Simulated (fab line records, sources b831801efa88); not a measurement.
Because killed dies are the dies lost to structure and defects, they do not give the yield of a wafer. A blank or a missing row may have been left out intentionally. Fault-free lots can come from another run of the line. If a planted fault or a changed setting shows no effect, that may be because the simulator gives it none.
Split-lot study || flow sfq line || route with 325 steps; 5 lots, 23 wafers read

## ON THE SPLIT
At SFQ_TRILAYER_M2_LITHO_COAT_062 (resist thk 62 nm), the setting spin rpm was moved away from the recipe's 3000 rpm on 4 of the 23 wafers read, by -2.4% to +7.5%. The other wafers ran this setting at the recipe's value.

The reading comes from the split's own step.

## THE READING
BARC_of_TRILAYER_M2_LITHO_COAT_062.thk nm (the simulator's own value, which no gauge read), in nm, at SFQ_TRILAYER_M2_LITHO_COAT_062 (resist thk 62 nm). No usual value for it is given in the file. Average 61.98 nm, standard deviation 0.13 nm, over the 19 wafers here run with the recipe.

{"wafer": "L074.1", "tool, chamber at the split": "litho track-01, 0", "spin rpm as run, rpm": 3000, "against the recipe": "recipe", "BARC_of_TRILAYER_M2_LITHO_COAT_062.thk nm, nm": 62.08, "against lot-mates on the recipe": "-"}
{"wafer": "L074.2", "tool, chamber at the split": "litho track-01, 0", "spin rpm as run, rpm": 3000, "against the recipe": "recipe", "BARC_of_TRILAYER_M2_LITHO_COAT_062.thk nm, nm": 62.01, "against lot-mates on the recipe": "-"}
{"wafer": "L074.3", "tool, chamber at the split": "litho track-01, 0", "spin rpm as run, rpm": 3000, "against the recipe": "recipe", "BARC_of_TRILAYER_M2_LITHO_COAT_062.thk nm, nm": 62.11, "against lot-mates on the recipe": "-"}
{"wafer": "L074.4", "tool, chamber at the split": "litho track-01, 0", "spin rpm as run, rpm": 3000, "against the recipe": "recipe", "BARC_of_TRILAYER_M2_LITHO_COAT_062.thk nm, nm": 62.15, "against lot-mates on the recipe": "-"}
{"wafer": "L074.5", "tool, chamber at the split": "litho track-01, 0", "spin rpm as run, rpm": 3000, "against the recipe": "recipe", "BARC_of_TRILAYER_M2_LITHO_COAT_062.thk nm, nm": 61.93, "against lot-mates on the recipe": "-"}
{"wafer": "L075.1", "tool, chamber at the split": "litho track-01, 0", "spin rpm as run, rpm": 2928, "against the recipe": "-2.4%", "BARC_of_TRILAYER_M2_LITHO_COAT_062.thk nm, nm": 62.85, "against lot-mates on the recipe": "+0.78"}
{"wafer": "L075.3", "tool, chamber at the split": "litho track-01, 0", "spin rpm as run, rpm": 2928, "against the recipe": "-2.4%", "BARC_of_TRILAYER_M2_LITHO_COAT_062.thk nm, nm": 62.79, "against lot-mates on the recipe": "+0.72"}
{"wafer": "L075.4", "tool, chamber at the split": "litho track-01, 0", "spin rpm as run, rpm": 3000, "against the recipe": "recipe", "BARC_of_TRILAYER_M2_LITHO_COAT_062.thk nm, nm": 61.92, "against lot-mates on the recipe": "-"}
{"wafer": "L075.5", "tool, chamber at the split": "litho track-01, 0", "spin rpm as run, rpm": 3000, "against the recipe": "recipe", "BARC_of_TRILAYER_M2_LITHO_COAT_062.thk nm, nm": 62.05, "against lot-mates on the recipe": "-"}
{"wafer": "L075.6", "tool, chamber at the split": "litho track-01, 0", "spin rpm as run, rpm": 3000, "against the recipe": "recipe", "BARC_of_TRILAYER_M2_LITHO_COAT_062.thk nm, nm": 62.24, "against lot-mates on the recipe": "-"}
{"wafer": "L079.1", "tool, chamber at the split": "litho track-01, 0", "spin rpm as run, rpm": 3000, "against the recipe": "recipe", "BARC_of_TRILAYER_M2_LITHO_COAT_062.thk nm, nm": 61.97, "against lot-mates on the recipe": "-"}
{"wafer": "L079.2", "tool, chamber at the split": "litho track-01, 0", "spin rpm as run, rpm": 3000, "against the recipe": "recipe", "BARC_of_TRILAYER_M2_LITHO_COAT_062.thk nm, nm": 61.74, "against lot-mates on the recipe": "-"}
{"wafer": "L079.5", "tool, chamber at the split": "litho track-01, 0", "spin rpm as run, rpm": 3000, "against the recipe": "recipe", "BARC_of_TRILAYER_M2_LITHO_COAT_062.thk nm, nm": 62.1, "against lot-mates on the recipe": "-"}
{"wafer": "L082.1", "tool, chamber at the split": "litho track-02, 0", "spin rpm as run, rpm": 3224, "against the recipe": "+7.5%", "BARC_of_TRILAYER_M2_LITHO_COAT_062.thk nm, nm": 59.65, "against lot-mates on the recipe": -2.18}
{"wafer": "L082.6", "tool, chamber at the split": "litho track-02, 0", "spin rpm as run, rpm": 3224, "against the recipe": "+7.5%", "BARC_of_TRILAYER_M2_LITHO_COAT_062.thk nm, nm": 59.65, "against lot-mates on the recipe": -2.18}
{"wafer": "L082.2", "tool, chamber at the split": "litho track-02, 0", "spin rpm as run, rpm": 3000, "against the recipe": "recipe", "BARC_of_TRILAYER_M2_LITHO_COAT_062.thk nm, nm": 61.87, "against lot-mates on the recipe": "-"}
{"wafer": "L082.4", "tool, chamber at the split": "litho track-02, 0", "spin rpm as run, rpm": 3000, "against the recipe": "recipe", "BARC_of_TRILAYER_M2_LITHO_COAT_062.thk nm, nm": 61.77, "against lot-mates on the recipe": "-"}
{"wafer": "L082.5", "tool, chamber at the split": "litho track-02, 0", "spin rpm as run, rpm": 3000, "against the recipe": "recipe", "BARC_of_TRILAYER_M2_LITHO_COAT_062.thk nm, nm": 61.86, "against lot-mates on the recipe": "-"}
{"wafer": "L085.1", "tool, chamber at the split": "litho track-03, 0", "spin rpm as run, rpm": 3000, "against the recipe": "recipe", "BARC_of_TRILAYER_M2_LITHO_COAT_062.thk nm, nm": 62.11, "against lot-mates on the recipe": "-"}
{"wafer": "L085.2", "tool, chamber at the split": "litho track-03, 0", "spin rpm as run, rpm": 3000, "against the recipe": "recipe", "BARC_of_TRILAYER_M2_LITHO_COAT_062.thk nm, nm": 62.05, "against lot-mates on the recipe": "-"}
{"wafer": "L085.4", "tool, chamber at the split": "litho track-03, 0", "spin rpm as run, rpm": 3000, "against the recipe": "recipe", "BARC_of_TRILAYER_M2_LITHO_COAT_062.thk nm, nm": 62.01, "against lot-mates on the recipe": "-"}
{"wafer": "L085.5", "tool, chamber at the split": "litho track-03, 0", "spin rpm as run, rpm": 3000, "against the recipe": "recipe", "BARC_of_TRILAYER_M2_LITHO_COAT_062.thk nm, nm": 61.84, "against lot-mates on the recipe": "-"}
{"wafer": "L085.6", "tool, chamber at the split": "litho track-03, 0", "spin rpm as run, rpm": 3000, "against the recipe": "recipe", "BARC_of_TRILAYER_M2_LITHO_COAT_062.thk nm, nm": 61.88, "against lot-mates on the recipe": "-"}

THE FIT
A straight line over all 23 wafers: BARC_of_TRILAYER_M2_LITHO_COAT_062.thk nm changes by -0.317 nm for each +1% of spin rpm; r = -0.99; the points scatter about the line by 0.13 nm.
The same after taking each lot's own level away (the mean of its wafers on the recipe; 23 wafers): -0.295 nm for each +1%; r = -0.99; scatter 0.1 nm.
Per that fit: largest spin rpm move, reading shift of 2.2 nm.
The span of the lots' own levels, 61.833 to 62.070 nm, comes to 1.8 times the standard deviation stated above.
So the lot-to-lot level changes the slope little: the two slopes agree.
Check: -2.21 nm against its lot-mates is what the line predicts for one of the wafers moved furthest among these (+7.5%) when that wafer is left out of the fit. Against them it came out at -2.18 nm.

## THE OTHER SPLITS THESE WAFERS WENT THROUGH
These wafers also went through other splits before the reading. Each is held against what the fit with the lots' levels taken away leaves over:
{"other split on the same wafers": "SFQ_TRILAYER_L0_DEP_SPUTTER_003 power w", "wafers away from the commonest value": 10, "r with BARC_of_TRILAYER_M2_LITHO_COAT_062.thk nm (lot level and that fit taken away)": "+0.11"}
{"other split on the same wafers": "SFQ_TRILAYER_L0_LITHO_COAT_005 spin rpm", "wafers away from the commonest value": 6, "r with BARC_of_TRILAYER_M2_LITHO_COAT_062.thk nm (lot level and that fit taken away)": "+0.28"}
{"other split on the same wafers": "SFQ_TRILAYER_M0_LITHO_EXPOSE_022 dose mj", "wafers away from the commonest value": 9, "r with BARC_of_TRILAYER_M2_LITHO_COAT_062.thk nm (lot level and that fit taken away)": "+0.16"}
{"other split on the same wafers": "SFQ_TRILAYER_I0_CMP_CMP_028 leave above ref nm", "wafers away from the commonest value": 4, "r with BARC_of_TRILAYER_M2_LITHO_COAT_062.thk nm (lot level and that fit taken away)": "+0.25"}
{"other split on the same wafers": "SFQ_TRILAYER_I0_VIA_LITHO_PEB_034 peb temp c", "wafers away from the commonest value": 2, "r with BARC_of_TRILAYER_M2_LITHO_COAT_062.thk nm (lot level and that fit taken away)": "+0.25"}
{"other split on the same wafers": "SFQ_TRILAYER_M1_LITHO_PEB_042 peb temp c", "wafers away from the commonest value": 10, "r with BARC_of_TRILAYER_M2_LITHO_COAT_062.thk nm (lot level and that fit taken away)": "+0.03"}
{"other split on the same wafers": "SFQ_TRILAYER_M1_BARC_OPEN_METAL_ETCH_054 icp w", "wafers away from the commonest value": 9, "r with BARC_of_TRILAYER_M2_LITHO_COAT_062.thk nm (lot level and that fit taken away)": "+0.16"}

## THE FILE'S OWN FIT
BARC_of_TRILAYER_M2_LITHO_COAT_062.thk nm changes by -0.294 nm for each +1% of spin rpm, r = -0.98.
